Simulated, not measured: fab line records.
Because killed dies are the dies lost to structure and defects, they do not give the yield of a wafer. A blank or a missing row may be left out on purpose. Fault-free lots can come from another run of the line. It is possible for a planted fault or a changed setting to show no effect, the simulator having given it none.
The tool behind it: which one?	flow gf180mcu	route of 602 steps, sampled at 1 step: 11 lots, 33 wafers

## WHAT THE GAUGES READ, wafer by wafer
GF_M4_OVL_MEAS_15. Usual: M4_OVL 0 nm, standard deviation 6.1.
lot	measured	on	M4_OVL (nm)	flag
L196	day 24 16:57	overlay-02	1 0 6	
L198	day 25 14:07	overlay-01	0 10 8	
L203	day 26 18:39	overlay-02	4 0 6	
L204	day 27 06:27	overlay-02	12 3 4	
L205	day 27 08:46	overlay-02	-5 6 0	
L206	day 28 01:57	overlay-02	-1 -7 2	
L211	day 29 01:49	overlay-02	2 -3 2	
L212	day 29 15:05	overlay-02	10 10 -2	
L214	day 29 17:39	overlay-01	1 3 -5	
L215	day 30 02:13	overlay-01	8 1 6	
L216	day 30 03:49	overlay-02	0 0 -1	

## EACH LOT AND THE TOOL THAT RAN IT (in order: tool; ch and the chambers of the sampled wafers; start)
Record: no process step prior to these readings.

## WHAT THE TOOLS THEMSELVES READ (means of the sampled wafers that have a number; where no wafer has one, the mark that the record gives instead)
The record holds no such reading with a usual standard deviation.

## THE ANSWER, worked out from the rows above alone
Rule: a lot counts as off when the mean over its wafers that have a number is more than 3 standard deviations away from the usual mean. Also off: a lot with no number at a reading for which 4 or more lots have one. Any other lot the step has rows for is counted as sound. First the gauges in route order, then the tools' own readings, where a lot's mean is used as printed above. The first step at which some lot is off is used, and at that step the reading that is off furthest; a lot without a number counts as furthest.
Nothing can be told from this: no lot is off at any reading shown.

## WHAT HAD BEEN PUT IN BY THE SIMULATOR
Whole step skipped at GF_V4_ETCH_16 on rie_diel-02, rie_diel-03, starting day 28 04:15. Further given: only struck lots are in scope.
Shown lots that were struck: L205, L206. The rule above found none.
